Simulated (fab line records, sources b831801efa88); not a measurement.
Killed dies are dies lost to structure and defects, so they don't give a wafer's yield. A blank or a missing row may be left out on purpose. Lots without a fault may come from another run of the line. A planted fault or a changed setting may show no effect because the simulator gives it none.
One fault seen from 2 desks | flow gf180mcu | each desk has only its own numbers; what lay behind them comes last

THE TOOL OWNER'S DESK: rie_metal-03
The tool's own readings at GF_M5_METAL_ETCH_10 (etches the open film in Cl2/BCl3, stops on SiO2, target depth 750.8 nm, time 125.1 s): means of the sampled wafers that have a number, for each lot that ran on this tool. A lot is out of limits, marked OUT, if its mean lies more than 4 standard deviations from the usual mean; the brackets give that distance.
Columns: A = drypump_motor_current_A at GF_M5_METAL_ETCH_10, usual 5.6 A; B = oes_product_au at GF_M5_METAL_ETCH_10, usual 0.987 a.u.; C = run_length_s at GF_M5_METAL_ETCH_10, usual 153.4 s; D = throttle_valve_pct at GF_M5_METAL_ETCH_10, usual 28.234 %
lot  | first seen here | A   | B     | C               | D
L927 | day 26 14:00    | 6.0 | 0.992 | 153.4           | 28.229
L929 | day 27 04:47    | 6.1 | 0.992 | 153.6           | 28.245
L934 | day 28 14:08    | 6.0 | 0.988 | 153.3           | 28.230
L943 | day 31 15:19    | 6.0 | 1.005 | 146.6 (-21) OUT | 28.218
L944 | day 31 18:26    | 6.1 | 1.000 | 146.8 (-21) OUT | 28.223
This desk's finding: out of limits on L943, L944; first on L943, day 31 15:19 (run_length_s at GF_M5_METAL_ETCH_10). In limits: L927, L929, L934.

THE METROLOGY DESK
What the gauges read, lot by lot, whatever tool the lot ran on: means of the sampled wafers that have a number. A lot is out of limits, marked OUT, if its mean lies more than 4 standard deviations from the usual mean; the brackets give that distance.
Columns: A = M3_OVL at GF_M3_OVL_MEAS_15, usual 1 nm
lot  | first seen here | A
L927 | day 21 14:36    | 2
L929 | day 22 07:17    | -2
L931 | day 23 01:39    | -2
L932 | day 23 12:11    | -2
L934 | day 23 22:04    | -2
L943 | day 27 10:05    | 4
L944 | day 27 12:57    | 0
L945 | day 27 18:00    | 0
L947 | day 28 08:47    | -0
L948 | day 28 12:11    | 7
L949 | day 28 17:20    | -3
L950 | day 29 06:11    | 7
This desk's finding: nothing out of limits on any of the 12 lots.

PUT TOGETHER
The tool owner's desk could have raised an alarm at day 31 15:19, on L943, L944.
The metrology desk saw nothing out of limits.
The metrology desk has L943, L944 on record, within its limits.
Of the lots named, all ran GF_M5_METAL_ETCH_10 on rie_metal-03.

WHAT THE SIMULATOR HAD PUT IN
Process parameter drift: rie_metal-03, from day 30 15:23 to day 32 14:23, at GF_M5_METAL_ETCH_10. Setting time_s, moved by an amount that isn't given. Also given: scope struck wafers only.
Lots struck among those shown: L943, L944.
Hours from the fault's start to each desk's first reading out of limits: the tool owner's desk, 24.
